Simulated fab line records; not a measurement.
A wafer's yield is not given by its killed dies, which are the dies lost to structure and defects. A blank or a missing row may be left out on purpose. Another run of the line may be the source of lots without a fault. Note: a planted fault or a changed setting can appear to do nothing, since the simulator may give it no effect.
Comparing a struck lot with a sound one | flow gf180mcu | 14 out of 602 route steps
Sound: wafers L211.1, L211.5, L211.6. Wafers struck: L202.3, L202.4, L202.6. The cause is named last.
At each step with rows: each side's tool, then ch and its chambers, then its first start. Under that, the readings that differ: sound wafers | struck wafers | difference of the means | sigmas: that difference in standard deviations of wafers without a fault.
alike: same words and numbers on both sides, and readings whose means sit less than 2 such deviations apart. not compared: any withheld reading, any reading some wafer has no value for, any bound like >300 that may hide the same value, and any number with overlapping values for which the record gives no deviation.
Wherever a step has rows on one side only, a row that says differs or no value, or a row with sigmas, the two part there. Numbers that don't overlap but have no deviation are shown without sigmas and don't part them. Lack of a reading on every wafer of one side parts them only where that side has two or more wafers.

first, 4 steps without rows for these wafers: GF_HV_LDD_SOFTBAKE_42 (time 60 s); GF_HV_LDD_EXPOSE_43 (exposes mask Pplus HV AREA, target cd 400 nm); GF_HV_LDD_PEB_44; GF_HV_LDD_DEVELOP_45 (develop time 60 s).
GF_HV_LDD_CD_MEAS_46 targets a cd of 400 nm.
  sound on cd_sem-01 at day 18 02:41; struck on cd_sem-01 at day 14 21:08
  alike: cd_nm
GF_HV_LDD_OVL_MEAS_47:
  sound on overlay-01 at day 18 02:49; struck on overlay-02 at day 14 21:13
  alike: HV_LDD_03_OVL
after that, 1 step had no rows for these wafers: GF_HV_LDD_IMPLANT_48.
GF_HV_LDD_STRIP_49: strips in O2/N2.
  sound on plasma_asher-02 ch 0,1, day 18 02:59; struck on plasma_asher-03 ch 0,1, day 14 21:26
  alike: drypump_motor_current_A, heater_power_w, oes_product_au, strip_time_to_endpoint_s
  not compared: rf_hours_counter_h
GF_HV_LDD_TW_MEAS_50:
  sound on film_metro-01 at day 18 03:05; struck on film_metro-02 at day 14 21:31
  alike: HV_LDD_4_TW
then, 1 step without rows for these wafers: GF_HV_LDD_CLEAN_51 (cleans in SC1/SC2, time 150 s).
GF_HV_LDD_RTA_52: time 10 s.
  sound on rtp_anneal-02 ch 0, day 18 03:13; struck on rtp_anneal-02 ch 0, day 14 21:38
  alike: chamber_o2_ppm, lamp_power_pct, wafer_temp_C_max
GF_HV_LDD_RS_MEAS_53: measures by four-point-probe.
  sound on film_metro-02 at day 18 03:16; struck on film_metro-04 at day 14 21:43
  alike: HV_LDD_RS
GF_HV_LDD_CVD_54: deposits SiO2 from TEOS, target thk 10 nm, time 75 s.
  sound on lpcvd-02 ch 1, day 18 03:23; struck on lpcvd-01 ch 1, day 14 21:47
  no value came back on the struck wafers for pressure_mtorr (mTorr), spike_tc_bottom_C (C); on the sound wafers pressure_mtorr (mTorr) reads 399.6 400.2 400.4
then, 1 step without rows for these wafers: GF_HV_LDD_CVD_56 (deposits Si3N4 from DCS/NH3, target thk 90 nm, time 1543 s).

## WHERE THEY PART
At GF_HV_LDD_CVD_54 and nowhere else, as far as this record goes.

WHY: what had been put in by the simulator
Skipped step whole: lpcvd-01, from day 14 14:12 on, at GF_HV_LDD_CVD_54. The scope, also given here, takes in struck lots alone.
